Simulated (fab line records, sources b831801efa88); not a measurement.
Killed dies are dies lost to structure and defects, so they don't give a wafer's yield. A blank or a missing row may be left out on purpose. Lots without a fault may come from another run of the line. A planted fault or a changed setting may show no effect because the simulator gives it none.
Chamber matching | flow gf180mcu | GF_CONTACT_CMP_27 on cmp-02: 4 sister chambers
The step polishes, stops on SiO2, t overpolish 15 s, target thk 0 nm. 8 wafers are shown with their chamber, then 7 later ones without.

WAFERS WITH THEIR CHAMBER
wafer  | chamber | motor_current_A (A) | time_to_endpoint_s (s)
L330.1 | 1       | 9.6                 | 69
L330.5 | 2       | 11.4                | 78
L331.2 | 2       | 11.7                | 79
L333.3 | 0       | 11.6                | 76
L333.4 | 1       | 10.0                | 73
L333.6 | 3       | 12.1                | 69
L341.1 | 0       | 12.3                | 74
L341.3 | 3       | 12.4                | 72

WAFERS WITHOUT THEIR CHAMBER
wafer  | motor_current_A (A) | time_to_endpoint_s (s)
L341.4 | 9.9                 | 77
L347.1 | 12.6                | 78
L347.3 | 12.3                | 72
L347.5 | 10.2                | 79
L349.3 | 12.3                | 67
L349.5 | 11.1                | 74
L349.6 | 12.2                | 67

WHICH CHAMBER EACH WENT THROUGH
wafer  | from the rows above               | in truth
L341.4 | 1                                 | 1
L347.1 | can't be placed: 0 or 2 or 3      | 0
L347.3 | can't be placed: 3 or 0           | 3
L347.5 | can't be placed: 2 or 1 or 0      | 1
L349.3 | 3                                 | 3
L349.5 | can't be placed: 0 or 2 or 3 or 1 | 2
L349.6 | 3                                 | 3
Placed correctly: 3 of 7. Can't be placed from these rows: 4 (the true chamber is among the candidates in 4). Placed wrongly: 0.
How it was worked out, from the rows above alone: a wafer's distance from a chamber is the root of the sum, over the readings, of the square of ((its reading less the chamber's mean) divided by the reading's scatter). The wafer belongs to the nearest chamber; if the next one is less than 2 further off, it can't be placed. A chamber's mean is the mean of its shown wafers. The scatter: the root of (the sum of the squares of (reading less its chamber's mean) over the shown wafers, divided by (wafers less chambers)).
